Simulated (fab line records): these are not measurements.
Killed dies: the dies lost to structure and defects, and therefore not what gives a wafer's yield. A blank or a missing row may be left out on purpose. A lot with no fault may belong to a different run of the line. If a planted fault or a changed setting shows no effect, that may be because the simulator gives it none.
Matching of chambers / flow gf180mcu / cmp-02 running GF_STI_CMP_25: 4 sister chambers
The step polishes, stops on Si3N4, t overpolish 33 s, target thk 524.6 nm. 17 wafers are shown with their chamber, then 8 later ones without.

WAFERS WITH THEIR CHAMBER
wafer=L880.4; chamber=3; motor current A (A)=10.9; time to endpoint s (s)=121
wafer=L880.5; chamber=3; motor current A (A)=10.7; time to endpoint s (s)=125
wafer=L880.6; chamber=0; motor current A (A)=12.8; time to endpoint s (s)=128
wafer=L881.2; chamber=3; motor current A (A)=10.2; time to endpoint s (s)=121
wafer=L881.3; chamber=1; motor current A (A)=12.6; time to endpoint s (s)=124
wafer=L881.6; chamber=1; motor current A (A)=12.6; time to endpoint s (s)=124
wafer=L883.1; chamber=1; motor current A (A)=13.4; time to endpoint s (s)=119
wafer=L883.3; chamber=3; motor current A (A)=10.8; time to endpoint s (s)=122
wafer=L883.4; chamber=0; motor current A (A)=12.9; time to endpoint s (s)=128
wafer=L884.2; chamber=0; motor current A (A)=13.6; time to endpoint s (s)=132
wafer=L884.3; chamber=1; motor current A (A)=12.6; time to endpoint s (s)=121
wafer=L884.5; chamber=3; motor current A (A)=10.7; time to endpoint s (s)=119
wafer=L885.1; chamber=1; motor current A (A)=13.5; time to endpoint s (s)=116
wafer=L885.2; chamber=2; motor current A (A)=10.4; time to endpoint s (s)=122
wafer=L885.3; chamber=0; motor current A (A)=12.9; time to endpoint s (s)=124
wafer=L887.1; chamber=2; motor current A (A)=10.4; time to endpoint s (s)=122
wafer=L887.2; chamber=1; motor current A (A)=12.0; time to endpoint s (s)=116

SIGNATURES (means of the wafers above)
reading=motor current A; chamber 0=13.050; chamber 1=12.783; chamber 2=10.400; chamber 3=10.660; scatter within a chamber=0.422
reading=time to endpoint s; chamber 0=128.00; chamber 1=120.00; chamber 2=122.00; chamber 3=121.60; scatter within a chamber=3
Rule: distance of a wafer from a chamber = root of the sum over the readings of ((wafer's reading minus chamber's mean) / reading's scatter) squared. The wafer belongs to the nearest chamber; if the next one is less than 2 further off, it can't be placed. The scatter: take each reading less its chamber's mean, square it, sum over the shown wafers, divide by the number of wafers less the number of chambers, and take the root.

WAFERS MISSING THEIR CHAMBER
wafer=L887.4; motor current A (A)=12.1; time to endpoint s (s)=124
wafer=L893.4; motor current A (A)=10.2; time to endpoint s (s)=119
wafer=L894.1; motor current A (A)=10.6; time to endpoint s (s)=123
wafer=L894.3; motor current A (A)=11.4; time to endpoint s (s)=115
wafer=L894.4; motor current A (A)=12.9; time to endpoint s (s)=119
wafer=L901.4; motor current A (A)=11.2; time to endpoint s (s)=119
wafer=L901.5; motor current A (A)=13.1; time to endpoint s (s)=127
wafer=L901.6; motor current A (A)=13.4; time to endpoint s (s)=116

EACH ONE'S CHAMBER
wafer=L887.4; from the rows above=can't be placed: 1 or 0 or 3 or 2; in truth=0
wafer=L893.4; from the rows above=can't be placed: 2 or 3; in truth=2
wafer=L894.1; from the rows above=can't be placed: 3 or 2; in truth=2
wafer=L894.3; from the rows above=can't be placed: 3 or 2 or 1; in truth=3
wafer=L894.4; from the rows above=1; in truth=1
wafer=L901.4; from the rows above=can't be placed: 3 or 2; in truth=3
wafer=L901.5; from the rows above=0; in truth=0
wafer=L901.6; from the rows above=1; in truth=1
3 of 8 placed correctly. Cannot be placed on the basis of these rows: 5; the candidates contain the true chamber in 5. Number placed wrongly: 0.
